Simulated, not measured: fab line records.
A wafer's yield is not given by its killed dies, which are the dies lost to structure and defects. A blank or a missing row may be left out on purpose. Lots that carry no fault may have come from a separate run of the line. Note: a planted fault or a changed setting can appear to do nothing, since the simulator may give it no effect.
One fault seen from 2 desks    flow gf180mcu    numbers are kept per desk, each desk with only its own; the story behind them comes last

== FROM THE METROLOGY DESK ==
What the gauges read, lot by lot, whatever tool the lot ran on: means of the sampled wafers that have a number. A lot is out of limits, marked OUT, if its mean lies more than 4 standard deviations from the usual mean; the brackets give that distance.
Columns: A = NSD_RS at GF_PSD_RS_MEAS_14, usual 46.10 ohm/sq; B = PSD_RS at GF_PSD_RS_MEAS_15, usual 108.53 ohm/sq
lot   first seen here  A                B
L310  day 14 01:01     46.11            108.38
L311  day 14 07:14     46.13            108.58
L312  day 14 19:05     46.05            108.46
L313  day 14 23:32     46.11            108.57
L314  day 15 09:01     46.09            108.47
L315  day 15 17:41     46.11            108.63
L316  day 16 10:02     46.19            108.68
L322  day 18 15:20     42.63 (-42) OUT  98.59 (-34) OUT
L324  day 19 15:52     42.64 (-42) OUT  98.84 (-33) OUT
L328  day 20 21:10     46.02            108.51
L329  day 21 05:18     46.13            108.81
L333  day 22 03:20     46.08            108.42
This desk reports L322, L324 out of limits; the earliest was L322 at day 18 15:20 (NSD_RS at GF_PSD_RS_MEAS_14). L310, L311, L312, L313, L314, L315, L316, L328, L329, L333 stayed within limits.

== FOR THE TOOL OWNER'S DESK: rtp_anneal-01 ==
Per lot that ran on this tool, the mean of the sampled wafers carrying a number, from the tool's own readings at GF_PSD_RTA_13 (time 20 s). A lot is out of limits, marked OUT, if its mean lies more than 4 standard deviations from the usual mean; the brackets give that distance.
Columns: A = lamp_power_pct at GF_PSD_RTA_13, usual 35.5 %; B = wafer_temp_C_max at GF_PSD_RTA_13, usual 1028.8
lot   first seen here  A     B
L313  day 14 23:28     34.2  1030.0
L316  day 16 09:56     34.2  1029.3
L322  day 18 15:15     34.2  1029.1
L324  day 19 15:46     34.2  1029.5
Finding of this desk: none of the 4 lots has anything out of limits.

== BROUGHT TOGETHER ==
On L322, L324, the metrology desk was in a position to raise an alarm at day 18 15:20.
Nothing out of limits was seen by the tool owner's desk.
On record at the tool owner's desk: L322, L324, within its limits.
On rtp_anneal-01, each named lot ran GF_PSD_RTA_13.

== WHAT THE SIMULATOR PUT IN ==
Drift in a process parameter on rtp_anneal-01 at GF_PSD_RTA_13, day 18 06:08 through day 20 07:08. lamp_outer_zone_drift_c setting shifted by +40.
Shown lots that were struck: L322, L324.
Time in hours between the start of the fault and the first out-of-limits reading at each desk: metrology desk, 9.
